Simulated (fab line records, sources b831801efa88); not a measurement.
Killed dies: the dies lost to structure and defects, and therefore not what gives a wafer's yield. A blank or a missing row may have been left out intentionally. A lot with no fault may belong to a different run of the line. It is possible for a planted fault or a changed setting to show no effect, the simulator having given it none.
Which tool is to blame?	flow sky130	19 wafers from 7 lots sampled at 2 of the route's 708 steps

== WHAT THE GAUGES READ, wafer by wafer ==
SKY_FIELD_ISO_THK_MEAS_25.
lot	measured	on	FIELD_ISO_CVD_24_THK (nm)
L277	day 3 00:55	film metro-04	602 599 605
L279	day 3 09:02	film metro-04	599 587 593
L282	day 4 00:08	film metro-04	604 599 605
L284	day 4 10:56	film metro-04	600 598 599
L286	day 4 22:25	film metro-02	1132 596
L291	day 6 06:21	film metro-01	1133 598
L297	day 7 08:56	film metro-04	595 590 589

== TOOL THAT RAN EACH LOT (tool first, then ch and the chambers of the sampled wafers, then the start) ==
lot	SKY_FIELD_ISO_CVD_24
L277	hdpcvd-02 ch 0,1, day 3 00:50
L279	hdpcvd-02 ch 1,2, day 3 08:56
L282	hdpcvd-02 ch 0,1, day 4 00:02
L284	hdpcvd-01 ch 0,1,2, day 4 10:52
L286	hdpcvd-01 ch 0,2, day 4 22:21
L291	hdpcvd-01 ch 0,2, day 6 06:16
L297	hdpcvd-02 ch 0,1,2, day 7 08:52
- SKY_FIELD_ISO_CVD_24: deposits SiO2, target thk 595 nm, time 99.2 s.

== THE ANSWER, worked out from the rows above alone ==
Rule: usual is defined by the lots themselves. Put in order of their means at a reading, lots are off if they are a third of the lots or fewer, leave a main group of 4 or more, and stand apart from it by a gap of 3 or more times the standard deviation of the main group's means; of several such gaps the widest counts. Not used: any main group whose means are identical at the precision the tables above print for the reading. A lot without any number at a reading at which 4 lots or more have one is off too. The other lots that the step has rows for count as sound.
Off: at SKY_FIELD_ISO_THK_MEAS_25 (FIELD_ISO_CVD_24_THK), L286, L291. The main group: mean 598 nm, standard deviation 4.6.
A tool fits if, at a process step before that reading, it ran every lot that is off, and no sound lot after the first of them. Those tools and the gauges at SKY_FIELD_ISO_THK_MEAS_25 are tried in the same way. One candidate fits, namely hdpcvd-01 at SKY_FIELD_ISO_CVD_24. A fault onset in the window from L284 (day 4 10:52, its last sound lot) to L286 (day 4 22:21, its first lot off) fits.

== WHAT THE SIMULATOR HAD INSERTED ==
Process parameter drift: hdpcvd-01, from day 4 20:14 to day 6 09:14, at SKY_FIELD_ISO_CVD_24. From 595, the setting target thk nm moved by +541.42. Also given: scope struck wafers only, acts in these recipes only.
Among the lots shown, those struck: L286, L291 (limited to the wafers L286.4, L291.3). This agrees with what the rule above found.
